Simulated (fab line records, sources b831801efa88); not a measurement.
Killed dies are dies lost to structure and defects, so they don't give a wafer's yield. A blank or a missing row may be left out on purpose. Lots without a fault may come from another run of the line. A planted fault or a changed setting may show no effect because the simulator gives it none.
fab line records | flow sky130
record lots=6 wafers=18 last_day=50
route steps=708 shown VIA1@462
lots that met no fault: from a run of the same line without faults
start_h: hours from the record's first day to the start of the lot's first wafer shown | wait_h: hours since the lot's step before | " the same as in the row above | L1.1+2: a row that stands for several wafers | - no value, or no start given | * or withheld: withheld | < > ~ a bound
route shown NAME@n: a module of which the file shows steps, and the number in the route of the first | usual: mean/standard deviation of fault-free wafers | same: alike in all rows | chamber/n: place in a boat | sites: the reading at each site | _std_site: their standard deviation | _edge_site: outer sites' mean less inner sites' | radius_mm: how far each site lies from the wafer's centre | mask NAME#n: copy n | behind: the tool/chamber that last shaped the wafer | hold: why the lot was held/for how many hours/how that ended | device: the transistor (n, p or np) that didn't switch | end of line: the same wafers' tests at the end of the route | a step without rows: its recipe alone | killed: dies lost to structure and defects at the first sort, not the wafer's yield | map: a wafer's dies, x killed, . not, _ none there
set.NAME: the setting as run; set.NAME@STEP: as run at that earlier step | model.NAME: the simulator's own value behind a step, which no gauge read
lots at some steps of the route; a table a step, a row a wafer
services: from which hour (start_h, from the record's first day; less than 0 if before it) a tool's chamber was out of use, for how many hours, and why
## steps
# step SKY_VIA1_DEHYDRATE_04
# recipe temp_c=200 time_s=60
# step SKY_VIA1_HMDS_05
# recipe prime_time_s=60 prime_temp_c=120
# step SKY_VIA1_COAT_06
# recipe resist=BARC temp_c=withheld time_s=withheld spin_rpm=3000 resist_thk_nm=60
# step SKY_VIA1_COAT_07
# recipe resist=KrF-thick spin_rpm=3000 resist_thk_nm=450
# step SKY_VIA1_SOFTBAKE_08
# recipe temp_c=100 time_s=87.2 resist=KrF-thick
# step SKY_VIA1_EXPOSE_09
# recipe mask_id=VIM na=0.8 source_shape=annular sigma_inner=0.55 sigma_outer=0.85 target_cd_nm=150 dose_mj=38
# step SKY_VIA1_PEB_10
# recipe peb_temp_c=withheld peb_time_s=withheld resist=KrF-thick
# step SKY_VIA1_DEVELOP_11
# recipe develop_time_s=60 resist=KrF-thick dev_temp_c=21
# step SKY_VIA1_CD_MEAS_12
# recipe target_cd_nm=150
# usual cd_nm=149.7/1.7
# columns lot.wafer tool chamber start_h wait_h cd_nm
L780.1 cd_sem-01 - 848.45 - 151.2
L780.4 " - " " 151.6
L780.5 " - " " 152.0
L785.4 cd_sem-01 - 899.12 - 147.2
L785.5 " - " " 147.8
L785.6 " - " " 146.9
L787.2 cd_sem-02 - 901.78 - 152.3
L787.5 " - " " 150.6
L787.6 " - " " 150.0
L794.1 cd_sem-01 - 956.31 - 151.4
L794.5 " - " " 153.3
L794.6 " - " " 152.1
L796.1 cd_sem-01 - 959.30 - 151.0
L796.2 " - " " 147.7
L796.6 " - " " 150.1
L795.1 cd_sem-02 - 959.65 - 147.8
L795.2 " - " " 146.5
L795.6 " - " " 148.0
# step SKY_VIA1_OVL_MEAS_13
# usual VIA1_OVL=0/6.6
# columns lot.wafer tool chamber start_h wait_h VIA1_OVL[nm]
L780.1 overlay-01 - 848.57 0.1 -11
L780.4 " - " " 1
L780.5 " - " " -15
L785.4 overlay-01 - 899.20 0.1 -4
L785.5 " - " " 12
L785.6 " - " " -1
L787.2 overlay-01 - 901.89 0.1 3
L787.5 " - " " -7
L787.6 " - " " -3
L794.1 overlay-01 - 956.43 0.1 15
L794.5 " - " " 10
L794.6 " - " " 5
L796.1 overlay-02 - 959.42 0.1 -1
L796.2 " - " " -2
L796.6 " - " " -1
L795.1 overlay-01 - 959.77 0.1 10
L795.2 " - " " 2
L795.6 " - " " -6
# step SKY_VIA1_ETCH_14
# recipe chemistry=N2/H2 target=BARC ion_energy_ev=200 source_w=500 bias_w=100 pressure_mtorr=30 n2_flow_sccm=100 h2_flow_sccm=200 stop_on=SiO2 time_s=45.9 target_depth_a=600
# usual drypump_motor_current_A=5.7/0.41 oes_product_au=0.854/0.0046 throttle_valve_pct=13.224/0.0086
# columns lot.wafer tool chamber start_h wait_h drypump_motor_current_A oes_product_au rf_hours_counter_h throttle_valve_pct
L780.1 rie_diel-04 3 848.61 0.0 6.4 0.854 3 13.226
L780.4 " 2 " " 6.0 0.857 13 13.223
L780.5 " 3 " " 6.4 0.853 - 13.220
L785.4 rie_diel-02 3 899.22 0.0 5.9 0.850 9 13.220
L785.5 " 1 " " 6.4 0.861 - 13.217
L785.6 " 0 " " 5.2 0.855 - 13.225
L787.2 rie_diel-03 2 901.92 0.0 5.1 0.850 9 13.225
L787.5 " 3 " " 5.9 0.854 - 13.229
L787.6 " 1 " " 5.4 0.857 - 13.215
L794.1 rie_diel-04 3 956.47 0.0 6.4 0.845 5 13.223
L794.5 " 1 " " 5.6 0.855 - 13.227
L794.6 " 2 " " 6.0 0.848 - 13.233
L796.1 rie_diel-04 2 959.46 0.0 6.0 0.853 16 13.230
L796.2 " 3 " " 6.4 0.849 5 13.228
L796.6 " 0 " " 5.5 0.857 - 13.215
L795.1 rie_diel-03 2 959.81 0.0 5.1 0.861 11 13.221
L795.2 " 0 " " 5.9 0.861 4 13.223
L795.6 " 1 " " 5.5 0.856 - 13.218
# step SKY_VIA1_ETCH_15
# recipe target=SiO2 chemistry=C4F8/O2/Ar target_depth_nm=351 stop_on=TiN mask_material=KrF-thick source_w=1500 bias_w=1200 pressure_mtorr=40 c4f8_flow_sccm=withheld O2_flow_sccm=6 Ar_flow_sccm=300 time_s=54
# usual oes_product_au=0.979/0.0067
# columns lot.wafer tool chamber start_h wait_h oes_product_au rf_hours_counter_h
L780.1 rie_diel-04 3 848.65 0.0 0.972 3
L780.4 " 2 " " 0.985 13
L780.5 " 3 " " 0.969 -
L785.4 rie_diel-02 3 899.26 0.0 0.987 9
L785.5 " 1 " " 0.971 -
L785.6 " 0 " " 0.978 -
L787.2 rie_diel-03 2 901.96 0.0 0.989 9
L787.5 " 3 " " 0.982 -
L787.6 " 1 " " 0.975 -
L794.1 rie_diel-04 3 956.51 0.0 0.979 5
L794.5 " 1 " " 0.979 -
L794.6 " 2 " " 0.974 -
L796.1 rie_diel-04 2 959.50 0.0 0.978 16
L796.2 " 3 " " 0.966 5
L796.6 " 0 " " 0.983 -
L795.1 rie_diel-03 2 959.85 0.0 0.982 11
L795.2 " 0 " " 0.978 4
L795.6 " 1 " " 0.983 -
# step SKY_VIA1_STRIP_16
# recipe chemistry=O2/N2 power_w=1400 pressure_mtorr=1500 platen_temp_c=withheld o2_flow_sccm=3000 n2_flow_sccm=300 overash_fraction=0.5
# usual chamber_pressure_mTorr=1500.1/1.4 drypump_motor_current_A=5.75/0.25 oes_product_au=0.416/0.0045 strip_time_to_endpoint_s=4.462/0.025
# columns lot.wafer tool chamber start_h wait_h chamber_pressure_mTorr drypump_motor_current_A oes_product_au rf_hours_counter_h strip_time_to_endpoint_s model.KrF-thick_of_VIA1_COAT_07.thk_nm
L780.1 plasma_asher-02 0 848.70 0.0 1500.6 5.63 0.420 64 4.509 0
L780.4 " 1 " " 1498.3 5.49 0.409 - 4.438 0
L780.5 " 1 " " 1500.6 5.49 0.418 - 4.505 0
L785.4 plasma_asher-04 0 899.34 0.1 - - - - - 324.1
L785.5 " 0 " " - - - - - 327.5
L785.6 " 1 " " - - - - - 327.5
L787.2 plasma_asher-02 1 902.01 0.0 - - - - - 320.1
L787.5 " 0 " " - - - - - 318.9
L787.6 " 1 " " - - - - - 322.2
L794.1 plasma_asher-04 0 956.56 0.0 1499.3 6.20 0.415 117 4.434 0
L794.5 " 1 " " 1496.5 5.80 0.417 - 4.424 0
L794.6 " 0 " " 1502.1 6.20 0.414 - 4.415 0
L796.1 plasma_asher-02 0 959.55 0.0 1501.4 5.61 0.418 75 4.481 0
L796.2 " 1 " " 1499.4 5.51 0.414 75 4.525 0
L796.6 " 1 " " 1498.4 5.49 0.417 - 4.485 0
L795.1 plasma_asher-04 1 959.90 0.0 1500.5 5.79 0.421 117 4.479 0
L795.2 " 0 " " 1499.6 6.25 0.414 117 4.463 0
L795.6 " 0 " " 1502.7 6.23 0.421 - 4.461 0
# step SKY_VIA1_STRIP_17
# recipe chemistry=post_etch_residue_remover time_s=1200 temp_c=72.5
## services
# columns tool chamber start_h hours kind
rie_diel-04 3 853.37 7.4 repair
rie_diel-02 0 855.87 4.3 repair
rie_diel-02 1 857.86 3.7 repair
rie_diel-04 0 881.71 4.0 repair
rie_diel-04 3 887.79 5.6 repair
rie_diel-03 0 899.35 15.1 repair
plasma_asher-04 - 903.41 7.3 repair
rie_diel-02 - 917.63 0.2 repair
rie_diel-02 0 922.45 3.1 repair
rie_diel-04 0 935.67 9.3 repair
## key
first_sign step=SKY_VIA1_STRIP_16 reading=tool_record direction=missing
effect none on later readings
model_effect step=SKY_VIA1_STRIP_16 value=KrF-thick_of_VIA1_COAT_07.thk_nm without=0 struck=323.4
met_at SKY_VIA1_STRIP_16
struck_wafers L785.4,L785.5,L785.6,L787.2,L787.5,L787.6
later_rows_left_out L785.4,L785.5,L785.6,L787.2,L787.5,L787.6
sort_left_out L785.4,L785.5,L785.6,L787.2,L787.5,L787.6
onset_between 848.70 899.34
fault kind=skipped_step_whole tool=plasma_asher-02,plasma_asher-04 chamber=- onset_h=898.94 steps=SKY_VIA1_STRIP_16 scope=struck_lots_only
# sort_left_out: the simulated sort isn't trusted on such a fault, so these wafers' sort isn't shown, and their yield isn't known
# later_rows_left_out: the simulator's readings of these wafers behind a module that went badly wrong aren't trusted and aren't shown, but for the sort
